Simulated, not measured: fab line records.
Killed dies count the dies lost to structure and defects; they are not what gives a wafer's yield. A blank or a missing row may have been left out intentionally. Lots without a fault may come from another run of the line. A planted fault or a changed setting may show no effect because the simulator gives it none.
Which of the tools did it? ; flow gf180mcu ; 12 lots with 36 wafers sampled at 6 steps, on a route of 602 steps

## WHAT THE GAUGES SHOWED, per wafer
GF_DNWELL_TW_MEAS_09.
lot;measured;on;DNWELL_TW
L151;day 2 23:31;film_metro-03;1363 1374 1368
L152;day 3 06:31;film_metro-03;1369 1370 1372
L154;day 3 15:40;film_metro-04;1364 1363 1356
L156;day 4 02:28;film_metro-02;1325 1330 1331
L157;day 4 06:08;film_metro-04;1361 1359 1362
L158;day 4 13:13;film_metro-04;1361 1373 1356
L160;day 4 23:58;film_metro-02;1337 1336 1333
L161;day 5 05:44;film_metro-02;1317 1329 1318
L162;day 5 13:40;film_metro-04;1366 1364 1370
L164;day 5 20:24;film_metro-02;1328 1332 1325
L170;day 7 04:46;film_metro-03;1352 1353 1354
L172;day 7 16:14;film_metro-04;1349 1343 1349

GF_LVPWELL_TW_MEAS_11.
lot;measured;on;LVPWELL_TW
L151;day 4 02:19;film_metro-04;567 567 564
L152;day 4 09:55;film_metro-01;558 559 558
L154;day 4 18:54;film_metro-02;548 550 550
L156;day 5 06:53;film_metro-04;562 564 560
L157;day 5 11:09;film_metro-01;560 560 559
L158;day 5 18:55;film_metro-01;561 557 556
L160;day 6 06:04;film_metro-04;561 563 565
L161;day 6 12:04;film_metro-02;549 549 548
L162;day 6 20:22;film_metro-02;547 547 548
L164;day 7 03:44;film_metro-04;562 563 564
L170;day 8 13:53;film_metro-02;570 568 571
L172;day 9 01:49;film_metro-01;582 582 581

GF_VT_IMPLANT_TW_MEAS_10.
lot;measured;on;VT_IMPLANT_TW
L151;day 5 21:04;film_metro-03;575 572 573
L152;day 6 05:56;film_metro-01;563 563 565
L154;day 6 14:45;film_metro-03;570 571 570
L156;day 7 05:11;film_metro-03;569 568 569
L157;day 7 09:24;film_metro-01;564 564 563
L158;day 7 17:57;film_metro-02;552 551 553
L160;day 8 07:14;film_metro-03;569 568 567
L161;day 8 12:32;film_metro-03;571 571 570
L162;day 8 23:13;film_metro-02;549 554 551
L164;day 9 05:19;film_metro-02;557 560 559
L170;day 10 18:35;film_metro-01;564 563 566
L172;day 11 07:35;film_metro-03;569 570 567

GF_VT_IMPLANT_RS_MEAS_48: measurement is done with a four-point probe.
lot;measured;on;LVPWELL_RS (ohm/sq)
L151;day 7 20:15;film_metro-04;1196.7 1198.7 1195.3
L152;day 8 06:22;film_metro-01;1193.4 1193.8 1193.6
L154;day 8 15:40;film_metro-02;1197.8 1196.8 1196.0
L156;day 9 08:41;film_metro-02;1199.9 1197.4 1199.8
L157;day 9 10:16;film_metro-02;1194.4 1194.2 1192.1
L158;day 9 21:05;film_metro-01;1189.9 1193.4 1190.6
L160;day 10 11:09;film_metro-04;1192.9 1187.6 1192.8
L161;day 10 17:53;film_metro-01;1196.2 1194.8 1194.0
L162;day 11 04:56;film_metro-02;1199.5 1197.1 1199.1
L164;day 11 11:24;film_metro-01;1189.6 1192.4 1193.1
L170;day 13 11:45;film_metro-02;1075.7 1074.6 1075.8
L172;day 13 15:04;film_metro-01;1073.2 1075.9 1071.8

## EACH LOT AND THE TOOL THAT RAN IT (in order: tool; ch and the chambers of the sampled wafers; start)
lot;GF_LVPWELL_IMPLANT_09;GF_LVPWELL_STRIP_10
L151;implanter-01 ch 0, day 4 02:04;plasma_asher-02 ch 0,1, day 4 02:13
L152;implanter-03 ch 0, day 4 09:40;plasma_asher-02 ch 0,1, day 4 09:49
L154;implanter-04 ch 0, day 4 18:40;plasma_asher-01 ch 0,1, day 4 18:47
L156;implanter-04 ch 0, day 5 06:38;plasma_asher-02 ch 0,1, day 5 06:47
L157;implanter-01 ch 0, day 5 10:55;plasma_asher-04 ch 0,1, day 5 11:02
L158;implanter-01 ch 0, day 5 18:41;plasma_asher-01 ch 0, day 5 18:49
L160;implanter-04 ch 0, day 6 05:49;plasma_asher-04 ch 0,1, day 6 05:58
L161;implanter-04 ch 0, day 6 11:50;plasma_asher-01 ch 0,1, day 6 11:59
L162;implanter-01 ch 0, day 6 20:08;plasma_asher-04 ch 0,1, day 6 20:16
L164;implanter-04 ch 0, day 7 03:32;plasma_asher-02 ch 0,1, day 7 03:38
L170;implanter-04 ch 0, day 8 13:38;plasma_asher-04 ch 0,1, day 8 13:47
L172;implanter-04 ch 0, day 9 01:37;plasma_asher-04 ch 0,1, day 9 01:43
- GF_LVPWELL_IMPLANT_09
- GF_LVPWELL_STRIP_10: strips in O2/N2.

## AS READ BY THE TOOLS THEMSELVES (means over the sampled wafers that have a number; for cases with no such wafer, the mark the record gives instead)
GF_LVPWELL_IMPLANT_09.
lot;tool;beam_energy_keV;dose_ions_cm2;faraday_current_uA
L151;implanter-01;60.025;5e+12;27.8
L152;implanter-03;60.017;5e+12;28.2
L154;implanter-04;59.996;5e+12;27.8
L156;implanter-04;60.001;5e+12;28.4
L157;implanter-01;60.000;5e+12;28.0
L158;implanter-01;60.011;5e+12;27.9
L160;implanter-04;59.988;5e+12;28.1
L161;implanter-04;60.012;5e+12;28.0
L162;implanter-01;60.000;5e+12;28.1
L164;implanter-04;59.995;5e+12;28.0
L170;implanter-04;59.998;8e+12;47.7
L172;implanter-04;60.045;8e+12;47.5

GF_LVPWELL_STRIP_10.
lot;tool;drypump_motor_current_A (A);heater_power_w (W);oes_product_au (a.u.);strip_time_to_endpoint_s (s)
L151;plasma_asher-02;5.5;331;0.724;37.10
L152;plasma_asher-02;5.5;327;0.723;36.89
L154;plasma_asher-01;6.1;351;0.725;36.82
L156;plasma_asher-02;5.3;310;0.723;36.96
L157;plasma_asher-04;6.4;336;0.722;37.08
L158;plasma_asher-01;6.2;389;0.718;36.84
L160;plasma_asher-04;6.4;352;0.722;37.02
L161;plasma_asher-01;6.0;316;0.721;37.01
L162;plasma_asher-04;6.5;351;0.724;36.98
L164;plasma_asher-02;5.5;320;0.723;37.01
L170;plasma_asher-04;6.4;355;0.722;37.08
L172;plasma_asher-04;6.4;346;0.720;37.05

## THE ANSWER, worked out from the rows above alone
Rule: what is usual is taken from the lots themselves. The widest of any qualifying gaps counts: lots, ordered by their means at a reading, are off when they make up no more than a third of the lots, leave a main group of 4 or more, and stand apart from it by 3 or more times the standard deviation of that group's means. The tables above print the reading to a certain number of digits; a main group whose means all agree to those digits is not used. Also off: a lot with no number at a reading for which 4 or more lots have one. Any other lot the step has rows for is counted as sound. First the gauges in route order, then the tools' own readings, where a lot's mean is used as printed above. At the first step where some lot is off, the reading lying furthest off is the one used; lots without a number count as furthest.
Off: L170, L172, seen at GF_VT_IMPLANT_RS_MEAS_48 (LVPWELL_RS). For the main group the mean is 1194.8 ohm/sq and the standard deviation 2.8.
A tool fits if, at a process step before that reading, it ran every lot that is off, and no sound lot after the first of them. Not tried: the gauges at GF_VT_IMPLANT_RS_MEAS_48; whatever is off there is also off at GF_LVPWELL_IMPLANT_09, on other tools, and gauge error can't account for it. 2 tools fit, implanter-04 at GF_LVPWELL_IMPLANT_09 and plasma_asher-04 at GF_LVPWELL_STRIP_10, so this cannot tell which one it is.

## WHAT WAS PUT IN BY THE SIMULATOR
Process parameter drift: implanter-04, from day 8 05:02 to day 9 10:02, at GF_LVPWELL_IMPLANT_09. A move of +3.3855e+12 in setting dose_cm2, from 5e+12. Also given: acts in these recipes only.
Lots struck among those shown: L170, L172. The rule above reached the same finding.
